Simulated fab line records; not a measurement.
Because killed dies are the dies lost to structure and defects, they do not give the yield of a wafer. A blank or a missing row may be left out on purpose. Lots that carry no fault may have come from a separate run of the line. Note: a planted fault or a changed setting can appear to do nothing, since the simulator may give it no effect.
Which of the tools did it? / flow sky130 / 13 lots with 35 wafers sampled at 3 steps, on a route of 708 steps

WHAT THE GAUGES SHOWED, per wafer
SKY_SD_P_OVL_MEAS_08. Usual: SD_P_OVL typically reads -0.5 nm, with standard deviation 1.4.
lot=L209; measured=day 26 06:17; on=overlay-01; SD_P_OVL (nm)=-2.6 -1.1 -2.6; flag=
lot=L210; measured=day 26 14:44; on=overlay-01; SD_P_OVL (nm)=-2.3 -0.5 -1.3; flag=
lot=L212; measured=day 27 00:10; on=overlay-02; SD_P_OVL (nm)=-0.7 -1.9 -0.4; flag=
lot=L213; measured=day 27 12:01; on=overlay-01; SD_P_OVL (nm)=-0.3 0.4 0.9; flag=
lot=L214; measured=day 28 08:30; on=overlay-01; SD_P_OVL (nm)=0.7 0.5 0.1; flag=
lot=L216; measured=day 28 10:54; on=overlay-01; SD_P_OVL (nm)=-0.4 -0.3 -1.1; flag=
lot=L221; measured=day 30 02:08; on=overlay-02; SD_P_OVL (nm)=-2.1 1.4 0.0; flag=
lot=L222; measured=day 30 09:53; on=overlay-02; SD_P_OVL (nm)=1.8 0.9; flag=
lot=L223; measured=day 30 14:52; on=overlay-01; SD_P_OVL (nm)=-2.7; flag=
lot=L228; measured=day 32 03:11; on=overlay-01; SD_P_OVL (nm)=-0.7 -2.1 -2.6; flag=
lot=L229; measured=day 32 06:38; on=overlay-01; SD_P_OVL (nm)=-1.5 -0.5; flag=
lot=L231; measured=day 32 16:38; on=overlay-02; SD_P_OVL (nm)=2.2 3.4 1.9; flag=
lot=L232; measured=day 33 00:45; on=overlay-02; SD_P_OVL (nm)=1.1 -1.6 1.8; flag=

SKY_METAL2_THK_MEAS_06: measures by xrf. Usual: METAL2_ALCU_THK typically reads 252.8 nm, with standard deviation 2.9.
lot=L209; measured=day 34 17:01; on=film metro-03; METAL2_ALCU_THK (nm)=256.1 258.5 255.4; flag=
lot=L210; measured=day 35 03:47; on=film metro-04; METAL2_ALCU_THK (nm)=255.8 250.5 252.2; flag=
lot=L212; measured=day 35 11:17; on=film metro-03; METAL2_ALCU_THK (nm)=249.5 251.6 248.1; flag=
lot=L213; measured=day 35 21:44; on=film metro-01; METAL2_ALCU_THK (nm)=253.2 252.6 256.6; flag=
lot=L214; measured=day 36 18:19; on=film metro-01; METAL2_ALCU_THK (nm)=251.4 251.3 244.7; flag=
lot=L216; measured=day 36 19:25; on=film metro-04; METAL2_ALCU_THK (nm)=255.4 250.8 252.2; flag=
lot=L221; measured=day 38 07:01; on=film metro-04; METAL2_ALCU_THK (nm)=252.8 257.1 254.2; flag=
lot=L222; measured=day 38 13:59; on=film metro-03; METAL2_ALCU_THK (nm)=255.1 254.4; flag=
lot=L223; measured=day 38 16:01; on=film metro-04; METAL2_ALCU_THK (nm)=257.7; flag=
lot=L228; measured=day 40 03:25; on=film metro-01; METAL2_ALCU_THK (nm)=251.3 253.8 247.8; flag=
lot=L229; measured=day 40 06:54; on=film metro-04; METAL2_ALCU_THK (nm)=254.9 259.5; flag=
lot=L231; measured=day 40 14:40; on=film metro-01; METAL2_ALCU_THK (nm)=251.8 256.5 256.4; flag=
lot=L232; measured=day 41 00:41; on=film metro-01; METAL2_ALCU_THK (nm)=253.8 250.9 253.5; flag=

WHICH TOOL RAN EACH LOT (tool, then ch and the chambers of the sampled wafers, then the start)
lot=L209; SKY_METAL2_SPUTTER_01=pvd sputter-04, day 34 16:46
lot=L210; SKY_METAL2_SPUTTER_01=pvd sputter-01, day 35 03:31
lot=L212; SKY_METAL2_SPUTTER_01=pvd sputter-02, day 35 11:02
lot=L213; SKY_METAL2_SPUTTER_01=pvd sputter-02, day 35 21:29
lot=L214; SKY_METAL2_SPUTTER_01=pvd sputter-02, day 36 18:05
lot=L216; SKY_METAL2_SPUTTER_01=pvd sputter-04, day 36 19:10
lot=L221; SKY_METAL2_SPUTTER_01=pvd sputter-01, day 38 06:46
lot=L222; SKY_METAL2_SPUTTER_01=pvd sputter-01, day 38 13:43
lot=L223; SKY_METAL2_SPUTTER_01=pvd sputter-02, day 38 15:46
lot=L228; SKY_METAL2_SPUTTER_01=pvd sputter-04, day 40 03:08
lot=L229; SKY_METAL2_SPUTTER_01=pvd sputter-04, day 40 06:38
lot=L231; SKY_METAL2_SPUTTER_01=pvd sputter-04, day 40 14:25
lot=L232; SKY_METAL2_SPUTTER_01=pvd sputter-01, day 41 00:27
- SKY_METAL2_SPUTTER_01: material TiN, target thk 20 nm, time 16.7 s.

AS READ BY THE TOOLS THEMSELVES (means over the sampled wafers that have a number; for cases with no such wafer, the mark the record gives instead)
SKY_METAL2_SPUTTER_01. Usual: throttle valve pct reads 29.8 % (standard deviation 0.81).
lot=L209; tool=pvd sputter-04; throttle valve pct (%)=29.8; flag=
lot=L210; tool=pvd sputter-01; throttle valve pct (%)=29.6; flag=
lot=L212; tool=pvd sputter-02; throttle valve pct (%)=29.5; flag=
lot=L213; tool=pvd sputter-02; throttle valve pct (%)=29.8; flag=
lot=L214; tool=pvd sputter-02; throttle valve pct (%)=30.3; flag=
lot=L216; tool=pvd sputter-04; throttle valve pct (%)=29.9; flag=
lot=L221; tool=pvd sputter-01; throttle valve pct (%)=28.9; flag=
lot=L222; tool=pvd sputter-01; throttle valve pct (%)=29.4; flag=
lot=L223; tool=pvd sputter-02; throttle valve pct (%)=30.1; flag=
lot=L228; tool=pvd sputter-04; throttle valve pct (%)=30.0; flag=
lot=L229; tool=pvd sputter-04; throttle valve pct (%)=29.9; flag=
lot=L231; tool=pvd sputter-04; throttle valve pct (%)=30.3; flag=
lot=L232; tool=pvd sputter-01; throttle valve pct (%)=29.1; flag=

THE ANSWER, worked out from the rows above alone
Rule: lot off if the mean of its wafers having a number is beyond 3 standard deviations from the usual mean. Also off: a lot with no number at a reading for which 4 or more lots have one. Any other lot the step has rows for is counted as sound. The gauges are gone through in route order, then the tools' own readings, and for those a lot's mean is taken as printed above. The first step at which some lot is off is used, and at that step the reading that is off furthest; a lot without a number counts as furthest.
None of the lots is off at any reading shown; this tells nothing.

WHAT WAS PUT IN BY THE SIMULATOR
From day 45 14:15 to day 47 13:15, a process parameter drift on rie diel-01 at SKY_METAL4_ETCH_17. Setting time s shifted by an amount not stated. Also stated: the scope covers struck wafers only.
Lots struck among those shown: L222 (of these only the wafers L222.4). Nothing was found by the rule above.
